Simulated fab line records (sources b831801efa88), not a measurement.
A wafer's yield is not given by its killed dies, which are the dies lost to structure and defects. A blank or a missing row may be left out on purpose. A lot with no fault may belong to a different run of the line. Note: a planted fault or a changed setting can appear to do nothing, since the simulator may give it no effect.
A lot that was struck, set against a sound lot | flow sky130 | 15 out of 708 route steps
Sound: wafers L540.1, L540.2, L540.5. Wafers L550.4, L550.5, L550.6 were the ones struck. At the end, the cause is stated.
Per side, at each step with rows, come the tool, then ch with its chambers, and then its first start. Under that, the readings that differ: sound wafers | struck wafers | difference of the means | sigmas: that difference in standard deviations of wafers without a fault.
alike: a reading whose means differ by less than 2 such deviations, as well as words and numbers matching on both sides. not compared: withheld readings; readings where some wafer has no value; bounds like >300 that might hide an equal value; numbers whose values overlap and for which the record gives no deviation.
A row with sigmas, a row that says differs or no value, or rows on one side alone: a step with any of these is where the two part. Non-overlapping numbers with no deviation appear without sigmas and do not part them. Lack of a reading on every wafer of one side parts them only where that side has two or more wafers.

first, 3 steps without rows for these wafers: SKY_METAL2_EXPOSE_12 (exposes mask MM2, target cd 140 nm); SKY_METAL2_PEB_13; SKY_METAL2_DEVELOP_14 (develop time 60 s).
SKY_METAL2_CD_MEAS_15: target cd 140 nm.
  sound on cd-sem-01 at day 36 12:22; struck on cd-sem-02 at day 39 16:29
  alike: cd-nm
SKY_METAL2_OVL_MEAS_16:
  sound on overlay-01 at day 36 12:29; struck on overlay-02 at day 39 16:34
  alike: METAL2_OVL
SKY_METAL2_DESCUM_17: chemistry O2, time 8 s.
  sound on rie-metal-02 ch 0,1, day 36 12:32; struck on rie-metal-02 ch 0, day 39 16:37
  alike: drypump-motor-current-A, oes-product-au
  not compared: rf-hours-counter-h
SKY_METAL2_ETCH_18: etches BARC in N2/H2, stops on SiO2, time 45.9 s, target depth 60 nm.
  sound on rie-metal-02 ch 0,1, day 36 12:34; struck on rie-metal-02 ch 0, day 39 16:42
  reading                | sound                | struck               | difference | sigmas
  throttle-valve-pct (%) | 13.245 13.227 13.243 | 13.220 13.220 13.216 | -0.020     | -2
  alike: drypump-motor-current-A, n2-flow-sccm, oes-product-au
  not compared: rf-hours-counter-h
SKY_METAL2_METAL_ETCH_19: etches the open film in Cl2/BCl3, stops on SiO2, target depth 360 nm, time 78 s.
  sound on rie-metal-02 ch 0,1, day 36 12:37; struck on rie-metal-02 ch 0, day 39 16:52
  alike: bcl3-flow-sccm, drypump-motor-current-A, oes-product-au, throttle-valve-pct
  not compared: rf-hours-counter-h
SKY_METAL2_STRIP_20: strips in O2/N2.
  sound on plasma-asher-02 ch 0,1, day 36 12:43; struck on plasma-asher-03 ch 0,1, day 39 16:59
  alike: drypump-motor-current-A, n2-flow-sccm, oes-product-au, strip-time-to-endpoint-s
  not compared: rf-hours-counter-h
then, 3 steps without rows for these wafers: SKY_METAL2_STRIP_21 (strips in post etch residue remover, time 1200 s); SKY_METAL2_CLEAN_22 (cleans in IPA, time 180 s); SKY_METAL2_CLEAN_23 (cleans in O3/DIW).
SKY_VIA2_HDPCVD_00: deposits SiO2, target thk 1180 nm, time 196.7 s.
  sound on hdpcvd-01 ch 0,1,2, day 36 13:20; struck on hdpcvd-02 ch 0,1,2, day 39 17:39
  reading                                  | sound          | struck            | difference | sigmas
  model.SiO2_of_VIA2_HDPCVD_00.thk-nm (nm) | 1190 1176 1167 | 597.4 606.9 583.1 | -581.9     |
SKY_VIA2_THK_MEAS_01:
  sound on film-metro-03 at day 36 13:28; struck on film-metro-03 at day 39 17:58
  reading              | sound          | struck      | difference | sigmas
  VIA2_HDPCVD_THK (nm) | 1191 1175 1166 | 597 607 583 | -582       | -45
  not compared: hold
SKY_PAD_OPEN_PROBE_99:
  rows exist in the record for the sound wafers here (prober-01, day 46 20:54), none for the struck ones

== WHERE THEY PART ==
Last at SKY_PAD_OPEN_PROBE_99 as far as this record goes, first at SKY_METAL2_ETCH_18.

WHY: whatever the simulator had introduced
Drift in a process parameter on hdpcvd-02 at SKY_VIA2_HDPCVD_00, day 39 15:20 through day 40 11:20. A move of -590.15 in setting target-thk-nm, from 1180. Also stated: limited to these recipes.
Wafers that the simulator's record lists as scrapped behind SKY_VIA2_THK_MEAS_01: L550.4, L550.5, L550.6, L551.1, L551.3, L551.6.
